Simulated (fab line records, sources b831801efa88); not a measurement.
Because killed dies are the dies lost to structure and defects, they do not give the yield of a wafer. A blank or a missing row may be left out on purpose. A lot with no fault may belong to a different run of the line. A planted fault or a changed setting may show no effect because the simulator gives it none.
fab line records	flow sky130
record: lots: 5	wafers: 15	lastDay: 49
route steps=708 shown METAL2@502 VIA2@507
lots that met no fault: taken from a fault-free run of the same line
startH: hours from the record's opening day to when the first of the lot's shown wafers began	waitH: hours elapsed since this lot's preceding step	" unchanged from the row above	L1.1+2: a single row standing in for several wafers	- either no value or no given start	* or withheld: withheld	< > ~ a bound
route shown NAME@n: a module of which the file shows steps, and the number in the route of the first	usual: mean/standard deviation taken from wafers without a fault	same: alike in all rows	chamber/n: place in a boat	sites: the reading at each site	_std_site: how widely they spread, as a standard deviation	_edge_site: inner sites' mean taken away from outer sites' mean	radiusMm: how far each site lies from the wafer's centre	mask NAME#n: copy n	behind: the tool/chamber that last shaped the wafer	hold: cause of the lot's hold/its duration in hours/its outcome	device: the transistor (n, p or np) that didn't switch	end of line: at the end of the route, the tests of the same wafers	for a step that has no rows: nothing shown but its recipe	killed: the dies lost at the first sort to structure and to defects; this is not the yield of the wafer	map: a wafer's dies, x killed, . not, _ none there
set.NAME: the setting the step ran with; set.NAME@STEP: the setting that earlier step ran with	model.NAME: the simulator's own value behind a step, which no gauge read
certain route steps with their lots: each step a table, each wafer a row
services: the hour from which a tool's chamber was out of use, counted from the record's first day as startH (under 0 if before that day), plus the number of hours and why
== steps ==
step: SKY_METAL2_METAL_ETCH_19
recipe: targetDepthA: 3600	stopOn: SiO2	overEtchFrac: 0.3	timeS: 78	chemistry: Cl2/BCl3	resistSidewallDeg: 88	pressureMtorr: 10	icpW: 900	biasW: 48.5	Cl2_flow_sccm: 60	bcl3FlowSccm: 30
usual: drypumpMotorCurrentA: 5.6/0.38	oesProductAu: 0.854/0.0056	throttleValvePct: 22.264/0.0081
lot.wafer	tool	chamber	startH	waitH	drypumpMotorCurrentA	oesProductAu	rfHoursCounterH	throttleValvePct
L188.2	rieMetal-01	1	815.35	0.0	5.0	0.856	9	22.276
L188.3	"	0	"	"	5.3	0.852	-	22.264
L188.5	"	0	"	"	5.3	0.849	-	22.260
L189.3	rieMetal-04	0	824.79	0.1	5.7	0.850	-	22.265
L189.4	"	1	"	"	5.7	0.855	-	22.281
L189.5	"	0	"	"	5.7	0.854	-	22.259
L201.1	rieMetal-01	1	924.25	0.0	5.0	0.863	13	22.271
L201.3	"	1	"	"	5.0	0.849	-	22.250
L201.4	"	0	"	"	5.2	0.852	-	22.262
L203.1	rieMetal-04	0	930.90	0.0	5.7	0.859	17	22.273
L203.3	"	0	"	"	5.7	0.850	-	22.245
L203.4	"	1	"	"	5.7	0.848	-	22.272
L206.1	rieMetal-02	1	960.55	0.0	6.0	0.860	11	22.253
L206.2	"	0	"	"	5.8	0.844	15	22.260
L206.4	"	1	"	"	6.0	0.857	-	22.283
step: SKY_METAL2_STRIP_20
recipe: chemistry: O2/N2	powerW: 1400	pressureMtorr: 1500	platenTempC: withheld	o2FlowSccm: 3000	n2FlowSccm: 300	overashFraction: 0.5
usual: drypumpMotorCurrentA: 5.7/0.57	oesProductAu: 0.344/0.0044	stripTimeToEndpointS: 2.72/0.05
same: overashFraction: 0.5
lot.wafer	tool	chamber	startH	waitH	drypumpMotorCurrentA	oesProductAu	rfHoursCounterH	stripTimeToEndpointS
L188.2	plasmaAsher-01	1	815.44	0.1	4.8	0.355	71	2.70
L188.3	"	0	"	"	5.0	0.349	-	2.78
L188.5	"	1	"	"	4.8	0.344	-	2.81
L189.3	plasmaAsher-02	0	824.88	0.1	6.5	0.336	-	2.58
L189.4	"	1	"	"	5.8	0.347	-	2.67
L189.5	"	1	"	"	5.8	0.346	-	2.62
L201.1	plasmaAsher-04	1	924.34	0.1	6.0	0.349	113	2.74
L201.3	"	0	"	"	5.6	0.339	-	2.74
L201.4	"	1	"	"	6.0	0.345	-	2.76
L203.1	plasmaAsher-01	1	930.99	0.1	4.8	0.342	83	2.64
L203.3	"	0	"	"	5.0	0.335	-	2.61
L203.4	"	1	"	"	4.8	0.341	-	2.68
L206.1	plasmaAsher-02	1	960.64	0.1	5.7	0.342	46	2.70
L206.2	"	0	"	"	6.5	0.343	46	2.72
L206.4	"	1	"	"	5.7	0.343	-	2.70
step: SKY_METAL2_STRIP_21
recipe: chemistry: postEtchResidueRemover	timeS: 1200	tempC: 72.5
step: SKY_METAL2_CLEAN_22
recipe: chemistry: IPA	timeS: 180	tempC: 25
step: SKY_METAL2_CLEAN_23
recipe: chemistry: O3/DIW	dry: n2Spin
step: SKY_VIA2_HDPCVD_00
recipe: material: SiO2	targetThkNm: 1180	sigmaOpenFrac: 0.3	timeS: 196.7	tempC: 400	sih4FlowSccm: 60	pressureMtorr: 6
step: SKY_VIA2_THK_MEAS_01
recipe: reads: SiO2_of_VIA2_HDPCVD_00
usual: VIA2_HDPCVD_THK: 1183/14
lot.wafer	tool	chamber	startH	waitH	VIA2_HDPCVD_THK[nm]
L188.2	filmMetro-02	-	816.18	0.1	1157
L188.3	"	-	"	"	1190
L188.5	"	-	"	"	1202
L189.3	filmMetro-01	-	825.62	0.1	1189
L189.4	"	-	"	"	1217
L189.5	"	-	"	"	1211
L201.1	filmMetro-01	-	925.06	0.1	1178
L201.3	"	-	"	"	1190
L201.4	"	-	"	"	1173
L203.1	filmMetro-03	-	931.70	0.1	1207
L203.3	"	-	"	"	1180
L203.4	"	-	"	"	1211
L206.1	filmMetro-03	-	961.37	0.1	1195
L206.2	"	-	"	"	1176
L206.4	"	-	"	"	1192
step: SKY_VIA2_CMP_02
recipe: material: SiO2	downForcePsi: 4	platenRpm: 60	padVelocityMS: 0.94248
usual: motorCurrentA: 12.5/1.5
lot.wafer	tool	chamber	startH	waitH	motorCurrentA
L188.3	cmp-02	2	816.23	0.0	12.7
L188.2	"	0	"	"	12.5
L188.5	"	2	"	"	13.0
L189.4	cmp-01	1	825.66	0.0	9.8
L189.3	"	2	"	"	13.2
L189.5	"	1	"	"	8.8
L201.3	cmp-02	0	925.12	0.0	12.4
L201.1	"	1	"	"	13.6
L201.4	"	2	"	"	12.8
L203.3	cmp-01	2	931.76	0.0	13.6
L203.4	"	3	"	"	11.1
L203.1	"	0	"	"	14.3
L206.2	cmp-02	0	961.43	0.0	12.2
L206.1	"	2	"	"	12.4
L206.4	"	3	"	"	13.5
step: SKY_VIA2_BOW_MEAS_03
recipe: mode: bow
usual: VIA2_BOW: 86/7.4
lot.wafer	tool	chamber	startH	waitH	VIA2_BOW[um]
L188.2	filmMetro-02	-	816.55	0.2	102
L188.3	"	-	"	"	97
L188.5	"	-	"	"	83
L189.3	filmMetro-02	-	826.00	0.2	98
L189.4	"	-	"	"	89
L189.5	"	-	"	"	89
L201.1	filmMetro-01	-	925.42	0.2	78
L201.3	"	-	"	"	81
L201.4	"	-	"	"	92
L203.1	filmMetro-03	-	932.06	0.1	92
L203.3	"	-	"	"	70
L203.4	"	-	"	"	77
L206.1	filmMetro-03	-	961.73	0.1	78
L206.2	"	-	"	"	97
L206.4	"	-	"	"	93
step: SKY_VIA2_DEHYDRATE_04
recipe: tempC: 200	timeS: 60
step: SKY_VIA2_HMDS_05
recipe: primeTimeS: 60	primeTempC: 120
step: SKY_VIA2_COAT_06
recipe: resist: BARC	tempC: withheld	timeS: withheld	spinRpm: 3000	resistThkNm: 60
step: SKY_VIA2_COAT_07
recipe: resist: KrF-thick	spinRpm: 3000	resistThkNm: 450
usual: spinSpeedRpm: 2999.8/2.1
lot.wafer	tool	chamber	startH	waitH	spinSpeedRpm	model.KrF-thick_of_VIA2_COAT_07.thkNm
L188.2	lithoTrack-01	0	829	-	3000.1	450.2
L188.3	"	0	"	"	2994.0	448.9
L188.5	"	0	"	"	2998.5	449.4
L189.3	lithoTrack-04	0	839	-	3001.5	448.7
L189.4	"	0	"	"	3001.0	450.6
L189.5	"	0	"	"	3001.4	451.3
L201.1	lithoTrack-01	0	937	-	2997.9	498.3
L201.3	"	0	"	"	3000.5	447.3
L201.4	"	0	"	"	2999.8	448.3
L203.1	lithoTrack-04	0	944	-	3001.3	452.3
L203.3	"	0	"	"	3000.2	448.4
L203.4	"	0	"	"	3002.3	449.8
L206.1	lithoTrack-02	0	973	-	2999.8	450.1
L206.2	"	0	"	"	2995.7	451.1
L206.4	"	0	"	"	3001.9	451.7
step: SKY_VIA2_SOFTBAKE_08
recipe: tempC: 100	timeS: 90	resist: KrF-thick
step: SKY_VIA2_EXPOSE_09
recipe: maskId: VIM2	na: 0.8	sourceShape: annular	sigmaInner: 0.55	sigmaOuter: 0.85	targetCdNm: 200	doseMj: 38
step: SKY_VIA2_PEB_10
recipe: pebTempC: withheld	pebTimeS: withheld	resist: KrF-thick
step: SKY_VIA2_DEVELOP_11
recipe: developTimeS: 60	resist: KrF-thick	devTempC: 21
step: SKY_VIA2_CD_MEAS_12
recipe: targetCdNm: 200
usual: cdNm: 200.7/1.5
lot.wafer	tool	chamber	startH	waitH	cdNm
L188.2	cdSem-01	-	842.88	-	203.2
L188.3	"	-	"	"	203.1
L188.5	"	-	"	"	202.8
L189.3	cdSem-01	-	852.59	-	199.4
L189.4	"	-	"	"	200.4
L189.5	"	-	"	"	199.5
L201.1	cdSem-01	-	949.70	-	198.5
L201.3	"	-	"	"	199.8
L201.4	"	-	"	"	198.5
L203.1	cdSem-01	-	956.36	-	200.8
L203.3	"	-	"	"	201.7
L203.4	"	-	"	"	200.0
L206.1	cdSem-01	-	985.35	-	200.4
L206.2	"	-	"	"	199.1
L206.4	"	-	"	"	200.5
step: SKY_VIA2_OVL_MEAS_13
usual: VIA2_OVL: -2/4.2
lot.wafer	tool	chamber	startH	waitH	VIA2_OVL[nm]
L188.2	overlay-02	-	842.99	0.1	-8
L188.3	"	-	"	"	-1
L188.5	"	-	"	"	-3
L189.3	overlay-02	-	852.68	0.1	-2
L189.4	"	-	"	"	-2
L189.5	"	-	"	"	-7
L201.1	overlay-02	-	949.82	0.1	-5
L201.3	"	-	"	"	-5
L201.4	"	-	"	"	-6
L203.1	overlay-01	-	956.48	0.1	4
L203.3	"	-	"	"	7
L203.4	"	-	"	"	4
L206.1	overlay-02	-	985.47	0.1	-8
L206.2	"	-	"	"	-4
L206.4	"	-	"	"	-11
step: SKY_VIA2_ETCH_14
recipe: chemistry: N2/H2	target: BARC	ionEnergyEv: 200	sourceW: 500	biasW: 100	pressureMtorr: 30	n2FlowSccm: 100	h2FlowSccm: 200	stopOn: SiO2	timeS: 45.9	targetDepthA: 600
usual: drypumpMotorCurrentA: 5.7/0.5	oesProductAu: 0.855/0.0044	throttleValvePct: 13.225/0.0088
lot.wafer	tool	chamber	startH	waitH	drypumpMotorCurrentA	oesProductAu	rfHoursCounterH	throttleValvePct
L188.2	rieDiel-04	1	843.02	0.0	5.6	0.855	10	13.212
L188.3	"	2	"	"	6.7	0.856	7	13.235
L188.5	"	1	"	"	5.6	0.857	-	13.209
L189.3	rieDiel-01	0	852.70	0.0	5.4	0.854	13	13.235
L189.4	"	2	"	"	6.4	0.861	22	13.225
L189.5	"	3	"	"	5.5	0.854	-	13.215
L201.1	rieDiel-02	3	949.85	0.0	5.1	0.845	23	13.220
L201.3	"	0	"	"	5.8	0.856	11	13.236
L201.4	"	3	"	"	5.1	0.848	-	13.223
L203.1	rieDiel-02	3	956.52	0.0	5.1	0.855	23	13.231
L203.3	"	2	"	"	5.7	0.856	21	13.222
L203.4	"	2	"	"	5.7	0.853	-	13.215
L206.1	rieDiel-02	3	985.50	0.0	5.1	0.856	24	13.219
L206.2	"	2	"	"	5.7	0.855	23	13.240
L206.4	"	3	"	"	5.1	0.856	-	13.220
step: SKY_VIA2_ETCH_15
recipe: target: SiO2	chemistry: C4F8/O2/Ar	targetDepthNm: 546	stopOn: TiN	maskMaterial: KrF-thick	sourceW: 1500	biasW: 1200	pressureMtorr: 40	c4f8FlowSccm: withheld	O2_flow_sccm: 6	Ar_flow_sccm: 300	timeS: 84
usual: oesProductAu: 0.939/0.0045
lot.wafer	tool	chamber	startH	waitH	oesProductAu	rfHoursCounterH	model.KrF-thick_of_VIA2_COAT_07.thkNm
L188.2	rieDiel-04	1	843.06	0.0	0.940	10	280.9
L188.3	"	2	"	"	0.942	7	280.3
L188.5	"	1	"	"	0.940	-	278.4
L189.3	rieDiel-01	0	852.74	0.0	0.934	13	279.6
L189.4	"	2	"	"	0.947	22	281.9
L189.5	"	3	"	"	0.947	-	284.3
L201.1	rieDiel-02	3	949.89	0.0	0.934	23	332.5
L201.3	"	0	"	"	0.936	11	276.5
L201.4	"	3	"	"	0.948	-	282.1
L203.1	rieDiel-02	3	956.56	0.0	0.938	23	287.1
L203.3	"	2	"	"	0.931	21	284.5
L203.4	"	2	"	"	0.941	-	286.1
L206.1	rieDiel-02	3	985.54	0.0	0.941	24	284.1
L206.2	"	2	"	"	0.942	23	287.3
L206.4	"	3	"	"	0.945	-	286.3
step: SKY_VIA2_STRIP_16
recipe: chemistry: O2/N2	powerW: 1400	pressureMtorr: 1500	platenTempC: withheld	o2FlowSccm: 3000	n2FlowSccm: 300	overashFraction: 0.5
usual: drypumpMotorCurrentA: 5.7/0.61	oesProductAu: 0.398/0.0042	stripTimeToEndpointS: 4.040/0.028
same: overashFraction: 0.5
lot.wafer	tool	chamber	startH	waitH	drypumpMotorCurrentA	oesProductAu	rfHoursCounterH	stripTimeToEndpointS
L188.2	plasmaAsher-02	1	843.12	0.0	5.8	0.398	35	4.037
L188.3	"	1	"	"	5.8	0.392	-	4.005
L188.5	"	0	"	"	6.5	0.391	-	3.999
L189.3	plasmaAsher-02	1	852.84	0.1	5.8	0.394	-	4.017
L189.4	"	0	"	"	6.6	0.405	-	4.027
L189.5	"	1	"	"	5.8	0.404	-	4.053
L201.1	plasmaAsher-02	1	949.96	0.0	5.7	0.420	45	4.548
L201.3	"	0	"	"	6.5	0.393	-	3.963
L201.4	"	1	"	"	5.7	0.395	-	4.033
L203.1	plasmaAsher-03	1	956.62	0.0	6.4	0.396	23	4.087
L203.3	"	0	"	"	5.4	0.395	-	4.048
L203.4	"	1	"	"	6.4	0.400	-	4.079
L206.1	plasmaAsher-03	0	985.61	0.0	5.4	0.400	26	4.049
L206.2	"	1	"	"	6.3	0.404	26	4.083
L206.4	"	1	"	"	6.3	0.403	-	4.083
step: SKY_VIA2_STRIP_17
recipe: chemistry: postEtchResidueRemover	timeS: 1200	tempC: 72.5
== services ==
tool	chamber	startH	hours	kind
cmp-01	-	792.67	9.6	pm
rieDiel-02	-	829.29	2.8	pm
plasmaAsher-02	-	837.87	0.9	repair
rieDiel-02	1	848.22	6.2	repair
rieDiel-01	0	859.72	4.0	repair
rieMetal-01	-	865.09	7.2	repair
cmp-02	-	865.27	7.5	pm
rieDiel-04	2	873.86	4.6	repair
plasmaAsher-01	-	879.74	0.4	repair
cmp-02	-	880.08	1.1	repair
cmp-02	-	884.18	3.6	pm
rieMetal-01	-	892.59	14.6	pm
cmp-01	-	898.90	2.1	repair
rieDiel-01	3	902.48	4.3	repair
rieDiel-01	1	904.45	1.9	repair
cmp-02	-	912.00	4.0	pm
rieDiel-04	2	913.41	15.3	repair
rieDiel-02	2	930.95	2.9	repair
rieDiel-04	2	931.10	8.4	repair
rieDiel-02	1	935.19	132.0	repair
plasmaAsher-03	-	936.56	0.6	repair
rieDiel-01	2	943.30	9.6	repair
rieDiel-01	0	947.26	8.4	repair
rieDiel-02	3	975.59	6.5	repair
== key ==
firstSign: step: SKY_VIA2_STRIP_16	reading: stripTimeToEndpointS	direction: up	sigmas: 18	usual: *	struck: *
effect: step: SKY_VIA2_STRIP_16	reading: oesProductAu	direction: up	sigmas: 5.2	usual: 0.398	struck: 0.420
modelEffect: step: SKY_VIA2_COAT_07	value: KrF-thick_of_VIA2_COAT_07.thkNm	without: 447.6	struck: 498.3
modelEffect: step: SKY_VIA2_ETCH_15	value: KrF-thick_of_VIA2_COAT_07.thkNm	without: 281.7	struck: 332.5
metAt SKY_VIA2_COAT_07
struckWafers L201.1
onsetBetween 829 937
fault: kind: processParameterDrift	tool: lithoTrack-01	chamber: -	onsetH: 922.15	steps: SKY_VIA2_COAT_07	channel: resistThkNm	offset: 51	shape: step	endH: 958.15	scope: struckWafersOnly	actsIn: theseRecipesOnly	stated: 450
